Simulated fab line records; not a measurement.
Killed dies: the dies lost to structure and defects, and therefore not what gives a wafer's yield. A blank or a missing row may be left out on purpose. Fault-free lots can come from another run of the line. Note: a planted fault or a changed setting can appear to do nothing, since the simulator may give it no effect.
fab line records | flow sky130
record lots=5 | wafers=15 | last-day=50
route steps=708 shown POLY_CUT@318 SD_P@320 RES_XHIGH@332 SD_N@342
lots that met no fault: taken from a fault-free run of the same line
start-h: hours from the record's opening day to when the first of the lot's shown wafers began | wait-h: time in hours since the lot's previous step | " unchanged from the row above | L1.1+2: one row covering several wafers at once | - no value, or no start given | * or withheld: withheld | < > ~ a bound
route shown NAME@n: names a module that has steps shown in the file, with the first one's number in the route | usual: mean/standard deviation taken from wafers without a fault | same: alike in all rows | chamber/n: place in a boat | sites: per-site readings | _std_site: their standard deviation | _edge_site: mean of outer sites minus mean of inner sites | radius-mm: how far each site lies from the wafer's centre | mask NAME#n: copy n | behind: the last tool/chamber to shape the wafer | hold: reason for holding the lot/hours on hold/outcome of the hold | device: whichever transistor did not switch (one of n, p or np) | end of line: the tests these same wafers got at the end of their route | step lacking rows: just its recipe | killed: not the wafer's yield, but the dies lost to structure and defects at the first sort | map: per-die view of a wafer (x killed, . not killed, _ where there is no die)
set.NAME: setting as actually run; set.NAME@STEP: the setting as run at that earlier step | model.NAME: the simulator's own value behind a step, which no gauge read
certain route steps with their lots: each step a table, each wafer a row
services: the hour from which a tool's chamber was out of use, counted from the record's first day as start-h (under 0 if before that day), plus the number of hours and why
## steps
# step SKY_POLY_CUT_ETCH_11
# recipe target=Si3N4 | chemistry=CF4/CH2F2/Ar | stop-on=poly-Si | source-w=600 | bias-w=150 | pressure-mtorr=40 | cf4-flow-sccm=40 | ch2f2-flow-sccm=20 | Ar_flow_sccm=150 | time-s=43.17 | target-depth-a=600
# usual drypump-motor-current-A=5.7/0.54 | oes-product-au=0.828/0.0065 | throttle-valve-pct=14.995/0.011
lot.wafer | tool        | chamber | start-h | wait-h | drypump-motor-current-A | oes-product-au | rf-hours-counter-h | throttle-valve-pct
L419.2    | rie-diel-02 | 0       | 570.34  | 0.0    | 5.2                     | 0.819          | 33                 | 15.000
L419.3    | "           | 3       | "       | "      | 5.5                     | 0.827          | 19                 | 15.004
L419.6    | "           | 3       | "       | "      | 5.5                     | 0.827          | -                  | 15.000
L424.1    | rie-diel-04 | 0       | 613.99  | 0.0    | 5.9                     | 0.824          | 2                  | 15.004
L424.2    | "           | 2       | "       | "      | 6.4                     | 0.828          | 10                 | 14.982
L424.6    | "           | 1       | "       | "      | 6.3                     | 0.819          | -                  | 15.010
L427.1    | rie-diel-04 | 2       | 644.11  | 0.0    | 6.4                     | 0.839          | 11                 | 14.977
L427.2    | "           | 1       | "       | "      | 6.3                     | 0.845          | 10                 | 14.985
L427.3    | "           | 1       | "       | "      | 6.3                     | 0.840          | -                  | 15.009
L434.2    | rie-diel-01 | 2       | 704.59  | 0.0    | 5.1                     | 0.831          | 5                  | 15.000
L434.3    | "           | 1       | "       | "      | 4.9                     | 0.833          | 2                  | 14.999
L434.5    | "           | 0       | "       | "      | 5.8                     | 0.841          | -                  | 15.001
L440.1    | rie-diel-02 | 0       | 739.89  | 0.0    | 5.2                     | 0.815          | 38                 | 15.010
L440.3    | "           | 3       | "       | "      | 5.5                     | 0.820          | 23                 | 15.010
L440.5    | "           | 0       | "       | "      | 5.1                     | 0.821          | -                  | 14.999
# step SKY_POLY_CUT_STRIP_12
# recipe chemistry=O2/N2 | power-w=1400 | pressure-mtorr=1500 | platen-temp-c=withheld | o2-flow-sccm=3000 | n2-flow-sccm=300 | overash-fraction=0.5
# usual drypump-motor-current-A=5.6/0.39 | o2-flow-sccm=2998/8.8 | oes-product-au=0.452/0.0055 | strip-time-to-endpoint-s=5.360/0.019
# same overash-fraction=0.5
lot.wafer | tool            | chamber | start-h | wait-h | drypump-motor-current-A | o2-flow-sccm | oes-product-au | rf-hours-counter-h | strip-time-to-endpoint-s
L419.2    | plasma-asher-04 | 1       | 570.38  | 0.0    | 6.3                     | 3004         | 0.454          | 77                 | 5.317
L419.3    | "               | 1       | "       | "      | 6.3                     | 2993         | 0.446          | -                  | 5.344
L419.6    | "               | 0       | "       | "      | 5.6                     | 3017         | 0.451          | -                  | 5.332
L424.1    | plasma-asher-01 | 1       | 614.03  | 0.0    | 5.5                     | 2998         | 0.452          | 18                 | 5.376
L424.2    | "               | 0       | "       | "      | 5.3                     | 2999         | 0.453          | 18                 | 5.368
L424.6    | "               | 0       | "       | "      | 5.3                     | 3005         | 0.451          | -                  | 5.376
L427.1    | plasma-asher-02 | 0       | 644.17  | 0.0    | 5.3                     | 2985         | 0.448          | 50                 | 5.381
L427.2    | "               | 1       | "       | "      | 6.2                     | 3006         | 0.449          | 50                 | 5.378
L427.3    | "               | 0       | "       | "      | 5.2                     | 2986         | 0.456          | -                  | 5.366
L434.2    | plasma-asher-01 | 0       | 704.63  | 0.0    | 5.3                     | 3004         | 0.451          | 27                 | 5.351
L434.3    | "               | 0       | "       | "      | 5.4                     | 3009         | 0.456          | -                  | 5.369
L434.5    | "               | 0       | "       | "      | 5.3                     | 2992         | 0.459          | -                  | 5.327
L440.1    | plasma-asher-02 | 0       | 739.93  | 0.0    | 5.3                     | 3004         | 0.462          | 60                 | 5.336
L440.3    | "               | 1       | "       | "      | 6.1                     | 2982         | 0.455          | -                  | 5.342
L440.5    | "               | 0       | "       | "      | 5.3                     | 3006         | 0.450          | -                  | 5.321
# step SKY_SD_P_DEHYDRATE_00
# recipe temp-c=200 | time-s=60
# step SKY_SD_P_HMDS_01
# recipe prime-time-s=60 | prime-temp-c=120
# step SKY_SD_P_COAT_02
# recipe resist=NOVOLAK | spin-rpm=3000 | resist-thk-nm=1140
# step SKY_SD_P_SOFTBAKE_03
# recipe temp-c=90 | time-s=60 | resist=NOVOLAK
# step SKY_SD_P_EXPOSE_04
# recipe mask-id=PSDM | na=0.6 | source-shape=conventional | sigma-outer=0.6 | polarization=unpolarized | target-cd-nm=380 | dose-mj=138
# step SKY_SD_P_PEB_05
# recipe temp-c=withheld | time-s=* | resist=NOVOLAK
# step SKY_SD_P_DEVELOP_06
# recipe resist=NOVOLAK | developer=TMAH | develop-time-s=60 | dev-temp-c=23
# step SKY_SD_P_CD_MEAS_07
# recipe target-cd-nm=380
# usual cd-nm=380.2/1.9
lot.wafer | tool      | chamber | start-h | wait-h | cd-nm
L419.2    | cd-sem-02 | -       | 599.76  | 0.1    | 381.4
L419.3    | "         | -       | "       | "      | 379.4
L419.6    | "         | -       | "       | "      | 380.6
L424.1    | cd-sem-01 | -       | 641.91  | 0.1    | 380.7
L424.2    | "         | -       | "       | "      | 379.7
L424.6    | "         | -       | "       | "      | 381.3
L427.1    | cd-sem-01 | -       | 672.21  | 0.1    | 382.1
L427.2    | "         | -       | "       | "      | 378.7
L427.3    | "         | -       | "       | "      | 380.6
L434.2    | cd-sem-02 | -       | 732.13  | 0.1    | 382.7
L434.3    | "         | -       | "       | "      | 382.9
L434.5    | "         | -       | "       | "      | 379.7
L440.1    | cd-sem-02 | -       | 766.54  | 0.1    | 383.5
L440.3    | "         | -       | "       | "      | 384.8
L440.5    | "         | -       | "       | "      | 382.3
# step SKY_SD_P_OVL_MEAS_08
# usual SD_P_OVL=0.4/1.4
lot.wafer | tool       | chamber | start-h | wait-h | SD_P_OVL[nm]
L419.2    | overlay-02 | -       | 599.87  | 0.1    | -0.9
L419.3    | "          | -       | "       | "      | -0.5
L419.6    | "          | -       | "       | "      | -0.9
L424.1    | overlay-01 | -       | 642.03  | 0.1    | 1.0
L424.2    | "          | -       | "       | "      | 0.5
L424.6    | "          | -       | "       | "      | -0.5
L427.1    | overlay-02 | -       | 672.33  | 0.1    | -1.6
L427.2    | "          | -       | "       | "      | -0.6
L427.3    | "          | -       | "       | "      | -0.4
L434.2    | overlay-01 | -       | 732.23  | 0.1    | 1.4
L434.3    | "          | -       | "       | "      | 1.4
L434.5    | "          | -       | "       | "      | 1.2
L440.1    | overlay-01 | -       | 766.66  | 0.1    | 2.4
L440.3    | "          | -       | "       | "      | 0.7
L440.5    | "          | -       | "       | "      | 0.2
# step SKY_SD_P_IMPLANT_09
# recipe species=BF2 | energy-kev=20 | dose-cm2=3e+15 | tilt-deg=0
# step SKY_SD_P_STRIP_10
# recipe chemistry=O2/N2 | power-w=1400 | pressure-mtorr=1500 | platen-temp-c=withheld | o2-flow-sccm=3000 | n2-flow-sccm=300 | overash-fraction=0.5
# usual drypump-motor-current-A=5.6/0.34 | o2-flow-sccm=2998/7.9 | oes-product-au=0.618/0.0047 | strip-time-to-endpoint-s=17.50/0.04
# same overash-fraction=0.5
lot.wafer | tool            | chamber | start-h | wait-h | drypump-motor-current-A | o2-flow-sccm | oes-product-au | rf-hours-counter-h | strip-time-to-endpoint-s | model.NOVOLAK_of_SD_P_COAT_02.thk-nm
L419.2    | plasma-asher-04 | 1       | 600.05  | 0.1    | 6.3                     | 3005         | 0.614          | 79                 | 17.49                    | 0
L419.3    | "               | 0       | "       | "      | 5.6                     | 2999         | 0.612          | -                  | 17.48                    | 0
L419.6    | "               | 0       | "       | "      | 5.6                     | 3007         | 0.619          | -                  | 17.51                    | 0
L424.1    | plasma-asher-01 | 0       | 642.22  | 0.1    | 5.4                     | 3010         | 0.617          | 21                 | 17.44                    | 0
L424.2    | "               | 1       | "       | "      | 5.5                     | 2995         | 0.618          | 21                 | 17.45                    | 0
L424.6    | "               | 1       | "       | "      | 5.5                     | 3008         | 0.620          | -                  | 17.47                    | 0
L427.1    | plasma-asher-01 | 1       | 672.52  | 0.1    | 5.5                     | 3010         | 0.801          | 24                 | -                        | 93.66
L427.2    | "               | 0       | "       | "      | 5.3                     | 2995         | 0.800          | 24                 | -                        | 93.56
L427.3    | "               | 1       | "       | "      | 5.5                     | 2998         | 0.797          | -                  | -                        | 93.6
L434.2    | plasma-asher-03 | 0       | 732.41  | 0.1    | 5.7                     | 3004         | 0.612          | 103                | 17.51                    | 0
L434.3    | "               | 1       | "       | "      | 5.3                     | 2995         | 0.619          | -                  | 17.47                    | 0
L434.5    | "               | 1       | "       | "      | 5.2                     | 2988         | 0.610          | -                  | 17.49                    | 0
L440.1    | plasma-asher-03 | 1       | 766.85  | 0.1    | 5.3                     | 2991         | 0.618          | 2                  | 17.47                    | 0
L440.3    | "               | 1       | "       | "      | 5.3                     | 2987         | 0.615          | -                  | 17.50                    | 0
L440.5    | "               | 0       | "       | "      | 5.7                     | 3002         | 0.621          | -                  | 17.52                    | 0
# step SKY_SD_P_TW_MEAS_11
# usual SD_P_TW=2829/17
lot.wafer | tool          | chamber | start-h | wait-h | SD_P_TW
L419.2    | film-metro-02 | -       | 600.16  | 0.1    | 2816
L419.3    | "             | -       | "       | "      | 2839
L419.6    | "             | -       | "       | "      | 2842
L424.1    | film-metro-02 | -       | 642.32  | 0.1    | 2853
L424.2    | "             | -       | "       | "      | 2844
L424.6    | "             | -       | "       | "      | 2853
L427.1    | film-metro-02 | -       | 672.62  | 0.1    | 2842
L427.2    | "             | -       | "       | "      | 2841
L427.3    | "             | -       | "       | "      | 2828
L434.2    | film-metro-02 | -       | 732.52  | 0.1    | 2839
L434.3    | "             | -       | "       | "      | 2840
L434.5    | "             | -       | "       | "      | 2839
L440.1    | film-metro-02 | -       | 766.95  | 0.1    | 2834
L440.3    | "             | -       | "       | "      | 2844
L440.5    | "             | -       | "       | "      | 2841
# step SKY_RES_XHIGH_DEHYDRATE_00
# recipe temp-c=200 | time-s=60
# step SKY_RES_XHIGH_HMDS_01
# recipe prime-time-s=60 | prime-temp-c=120
# step SKY_RES_XHIGH_COAT_02
# recipe resist=NOVOLAK | spin-rpm=3000 | resist-thk-nm=1140
# step SKY_RES_XHIGH_SOFTBAKE_03
# recipe temp-c=90 | time-s=60 | resist=NOVOLAK
# step SKY_RES_XHIGH_EXPOSE_04
# recipe mask-id=URPM | na=0.6 | source-shape=conventional | sigma-outer=0.6 | polarization=unpolarized | target-cd-nm=1270 | dose-mj=140
# step SKY_RES_XHIGH_PEB_05
# recipe temp-c=withheld | time-s=* | resist=NOVOLAK
# step SKY_RES_XHIGH_DEVELOP_06
# recipe resist=NOVOLAK | developer=TMAH | develop-time-s=60 | dev-temp-c=23
# step SKY_RES_XHIGH_IMPLANT_07
# recipe species=BF2 | energy-kev=20 | dose-cm2=3.6e+14 | tilt-deg=0
# step SKY_RES_XHIGH_STRIP_08
# recipe chemistry=O2/N2 | power-w=1424 | pressure-mtorr=1500 | platen-temp-c=withheld | o2-flow-sccm=3000 | n2-flow-sccm=300 | overash-fraction=0.5
# usual drypump-motor-current-A=5.6/0.33 | o2-flow-sccm=3001/9.6 | oes-product-au=0.718/0.005 | strip-time-to-endpoint-s=14.07/0.044
# same overash-fraction=0.5
lot.wafer | tool            | chamber | start-h | wait-h | drypump-motor-current-A | o2-flow-sccm | oes-product-au | rf-hours-counter-h | strip-time-to-endpoint-s
L419.2    | plasma-asher-01 | 1       | 629.06  | 0.1    | 5.5                     | 3002         | 0.724          | 20                 | 14.04
L419.3    | "               | 0       | "       | "      | 5.4                     | 2992         | 0.710          | -                  | 14.03
L419.6    | "               | 1       | "       | "      | 5.5                     | 3001         | 0.716          | -                  | 14.06
L424.1    | plasma-asher-02 | 1       | 670.88  | 0.1    | 6.2                     | 3004         | 0.718          | 53                 | 14.04
L424.2    | "               | 0       | "       | "      | 5.3                     | 2995         | 0.720          | 53                 | 14.01
L424.6    | "               | 0       | "       | "      | 5.3                     | 3002         | 0.719          | -                  | 14.05
L427.1    | plasma-asher-02 | 1       | 700.58  | 0.1    | 6.2                     | 3007         | 0.704          | 56                 | 15.48
L427.2    | "               | 0       | "       | "      | 5.2                     | 3001         | 0.711          | 56                 | 15.43
L427.3    | "               | 0       | "       | "      | 5.3                     | 3005         | 0.725          | -                  | 15.49
L434.2    | plasma-asher-01 | 1       | 759.06  | 0.1    | 5.5                     | 2989         | 0.712          | 32                 | 14.02
L434.3    | "               | 1       | "       | "      | 5.5                     | 2979         | 0.716          | -                  | 13.99
L434.5    | "               | 0       | "       | "      | 5.4                     | 3002         | 0.722          | -                  | 13.97
L440.1    | plasma-asher-03 | 0       | 793.46  | 0.1    | 5.7                     | 3010         | 0.719          | 5                  | 14.04
L440.3    | "               | 0       | "       | "      | 5.7                     | 3018         | 0.723          | -                  | 14.08
L440.5    | "               | 0       | "       | "      | 5.7                     | 3012         | 0.716          | -                  | 14.09
# step SKY_RES_XHIGH_TW_MEAS_09
# usual RES_XHIGH_TW=1640/8.4
lot.wafer | tool          | chamber | start-h | wait-h | RES_XHIGH_TW
L419.2    | film-metro-03 | -       | 629.17  | 0.1    | 1635
L419.3    | "             | -       | "       | "      | 1640
L419.6    | "             | -       | "       | "      | 1639
L424.1    | film-metro-01 | -       | 670.98  | 0.1    | 1637
L424.2    | "             | -       | "       | "      | 1622
L424.6    | "             | -       | "       | "      | 1633
L427.1    | film-metro-03 | -       | 700.68  | 0.1    | 30
L427.2    | "             | -       | "       | "      | 30
L427.3    | "             | -       | "       | "      | 30
L434.2    | film-metro-01 | -       | 759.17  | 0.1    | 1634
L434.3    | "             | -       | "       | "      | 1627
L434.5    | "             | -       | "       | "      | 1644
L440.1    | film-metro-02 | -       | 793.62  | 0.1    | 1649
L440.3    | "             | -       | "       | "      | 1650
L440.5    | "             | -       | "       | "      | 1642
# step SKY_SD_N_DEHYDRATE_00
# recipe temp-c=200 | time-s=60
## services
tool            | chamber | start-h | hours | kind
rie-diel-02     | 2       | 562.37  | 3.8   | repair
rie-diel-01     | -       | 562.60  | 2.8   | pm
rie-diel-01     | -       | 566.10  | 1.1   | repair
rie-diel-04     | 1       | 570.94  | 2.2   | repair
rie-diel-02     | 2       | 587.67  | 14.8  | repair
rie-diel-04     | 1       | 599.32  | 7.9   | repair
plasma-asher-04 | -       | 622.60  | 6.4   | pm
plasma-asher-04 | -       | 629.54  | 2.2   | repair
rie-diel-04     | 3       | 631.58  | 29.8  | repair
plasma-asher-02 | -       | 633.60  | 2.0   | repair
rie-diel-04     | 0       | 641.52  | 21.9  | repair
plasma-asher-01 | -       | 662.06  | 0.8   | repair
rie-diel-02     | 1       | 673.18  | 30.8  | repair
rie-diel-04     | 2       | 714.04  | 2.8   | repair
plasma-asher-03 | -       | 726.33  | 2.0   | repair
plasma-asher-04 | -       | 727.83  | 0.9   | repair
plasma-asher-01 | -       | 728.85  | 14.0  | repair
plasma-asher-03 | -       | 733.75  | 9.0   | pm
plasma-asher-04 | -       | 741.54  | 3.8   | repair
rie-diel-04     | 0       | 760.95  | 3.2   | repair
plasma-asher-04 | -       | 764.80  | 9.6   | repair
plasma-asher-03 | -       | 765.52  | 0.5   | repair
rie-diel-02     | 1       | 772.80  | 7.0   | repair
rie-diel-04     | -       | 784.82  | 1.7   | repair
## key
first-sign step=SKY_SD_P_STRIP_10 | reading=oes-product-au | direction=up | sigmas=38 | usual=0.618 | struck=0.799
effect step=SKY_RES_XHIGH_STRIP_08 | reading=strip-time-to-endpoint-s | direction=up | sigmas=31 | usual=* | struck=*
effect step=SKY_RES_XHIGH_TW_MEAS_09 | reading=RES_XHIGH_TW | direction=down | sigmas=99+ | usual=1640 | struck=30
model-effect step=SKY_SD_P_STRIP_10 | value=NOVOLAK_of_SD_P_COAT_02.thk-nm | without=0 | struck=93.61
model-effect step=SKY_PAD_OPEN_PROBE_99 | value=etest.res-xhigh-po.open | without=0 | struck=1
met-at SKY_SD_P_STRIP_10
struck-wafers L427.1,L427.2,L427.3
sort-left-out L427.1,L427.2,L427.3
tester-left-out L427
onset-between 642.22 672.52
fault kind=strip-aborted | tool=plasma-asher-01 | chamber=- | onset-h=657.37 | steps=SKY_SD_P_STRIP_10 | offset=0.38726 | end-h=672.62
# tester-left-out: of these lots the tester's yield and bins aren't shown, on N5 and GAA mostly nor the transistor test; their killed dies are dies lost to structure and defects alone, not to doping, threshold or leakage, so they don't give the yield
# sort-left-out: the simulated sort isn't trusted on such a fault, so these wafers' sort isn't shown, and their yield isn't known
